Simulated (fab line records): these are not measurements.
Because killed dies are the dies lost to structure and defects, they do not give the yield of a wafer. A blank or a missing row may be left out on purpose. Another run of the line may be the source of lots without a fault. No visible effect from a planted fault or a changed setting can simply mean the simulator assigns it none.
Struck lot and sound lot, side by side :: flow gf180mcu :: 20 steps out of a route of 602
Sound: wafers L576.2, L576.3, L576.4. The struck wafers were L580.3, L580.4, L580.5. The cause is given at the end.
Order at every step that has rows: each side's tool, ch and its chambers, its first start. Under that, the readings that differ: sound wafers :: struck wafers :: difference of the means :: sigmas: that difference in standard deviations of wafers without a fault.
alike: same words and numbers on both sides, and readings whose means sit less than 2 such deviations apart. not compared: any withheld reading, any reading some wafer has no value for, any bound like >300 that may hide the same value, and any number with overlapping values for which the record gives no deviation.
A row with sigmas, a row that says differs or no value, or rows on one side alone: a step with any of these is where the two part. Non-overlapping numbers with no deviation appear without sigmas and do not part them. A reading that every wafer of one side lacks parts them only if that side has two wafers or more.

first, 1 step without rows for these wafers: GF_CONTACT_CVD_00 (deposits SiO2, target thk 300 nm, time 50 s).
GF_CONTACT_THK_MEAS_01:
  sound on film-metro-03, day 16 09:20; struck on film-metro-03, day 17 18:02
  alike: CONTACT_CVD_00_THK
GF_CONTACT_CVD_02: deposits SiO2 from TEOS, target thk 860 nm, time 95.992 s.
  sound on pecvd-04 ch 1,2, day 16 09:23; struck on pecvd-04 ch 1,2, day 17 18:05
  alike: heater-power-w, rf-fwd-power-W
GF_CONTACT_THK_MEAS_03:
  sound on film-metro-03, day 16 09:28; struck on film-metro-04, day 17 18:10
  alike: CONTACT_CVD_02_THK
GF_CONTACT_CMP_04: polishes SiO2.
  sound on cmp-02 ch 1,2,3, day 16 09:31; struck on cmp-01 ch 0,2,3, day 17 18:13
reading: slurry-flow-ml-min
sound: 149.7 149.8 149.0
struck: 151.0 150.3 150.3
difference: +1.0
sigmas: +2
  alike: head-pressure-psi, motor-current-A, time-to-endpoint-s
GF_CONTACT_BOW_MEAS_05:
  sound on film-metro-03, day 16 09:50; struck on film-metro-03, day 17 18:33
  alike: CONTACT_BOW
then, 6 steps without rows for these wafers: GF_CONTACT_DEHYDRATE_06 (time 60 s); GF_CONTACT_HMDS_07 (prime time 60 s); GF_CONTACT_COAT_08; GF_CONTACT_COAT_09 (resist thk 1000 nm); GF_CONTACT_SOFTBAKE_10 (time 60 s); GF_CONTACT_EXPOSE_11 (exposes mask Contact, target cd 220 nm).
GF_CONTACT_PEB_12: peb time 90 s.
  sound on litho-track-04 ch 0, day 17 08:28; struck on litho-track-02 ch 0, day 18 18:03
reading: heater-power-total-W (W)
sound: 85.83 85.78 85.54
struck: 84.91 84.77 84.77
difference: -0.90
sigmas: -11

reading: plate-temp-C (C)
sound: 135.21 135.27 135.02
struck: 133.87 133.95 133.76
difference: -1.31
sigmas: -9
then, 1 step without rows for these wafers: GF_CONTACT_DEVELOP_13 (develop time 60 s).
GF_CONTACT_CD_MEAS_14: target cd 220 nm.
  sound on cd-sem-02, day 17 08:47; struck on cd-sem-01, day 18 18:23
reading: cd-nm (nm)
sound: 222.5 222.2 222.1
struck: 217.5 216.9 216.4
difference: -5.3
sigmas: -4
GF_CONTACT_OVL_MEAS_15:
  sound on overlay-02, day 17 08:54; struck on overlay-01, day 18 18:28
  alike: CONTACT_OVL
GF_CONTACT_ETCH_16: etches BARC in N2/H2.
  sound on rie-diel-01 ch 1,2,3, day 17 08:56; struck on rie-diel-02 ch 0,2,3, day 18 18:29
reading: model.CONTACT.cd-nm (nm)
sound: 222 220.7 221.2
struck: 217.3 217.8 215.7
difference: -4.4
sigmas: 
  alike: bias-w, drypump-motor-current-A, oes-product-au, rf-fwd-power-W, throttle-valve-pct
GF_CONTACT_ETCH_17: etches SiO2 in C4F8/O2/Ar, stops on CoSi2, target depth 860 nm.
  sound on rie-diel-01 ch 1,2,3; struck on rie-diel-02 ch 0,2,3
reading: model.CONTACT.cd-nm (nm)
sound: 220.7 220.5 221.7
struck: 216.3 216.6 218
difference: -4.0
sigmas: 
  alike: bias-w, oes-product-au, rf-fwd-power-W
GF_CONTACT_STRIP_18: strips in O2/N2.
  sound on plasma-asher-02 ch 0,1, day 17 09:05; struck on plasma-asher-03 ch 0,1, day 18 18:41
reading: heater-power-w (W)
sound: 416 325 412
struck: 286 321 320
difference: -75
sigmas: -2
  alike: drypump-motor-current-A, oes-product-au
  not compared: rf-hours-counter-h
-- the record jumps here: 12 days lie between the struck wafers' starts before and after (it left off in module CONTACT and takes up again in module PASSIVATION, whose first step shown is number 602 of the route) --
GF_PASSIVATION_PROBE_99:
  rows exist in the record for the struck wafers here (prober-01, day 31 05:35), but not for the sound ones

## WHERE THEY PART
First at GF_CONTACT_CMP_04; last, within this record, at GF_PASSIVATION_PROBE_99.

WHY: the cause the simulator had injected
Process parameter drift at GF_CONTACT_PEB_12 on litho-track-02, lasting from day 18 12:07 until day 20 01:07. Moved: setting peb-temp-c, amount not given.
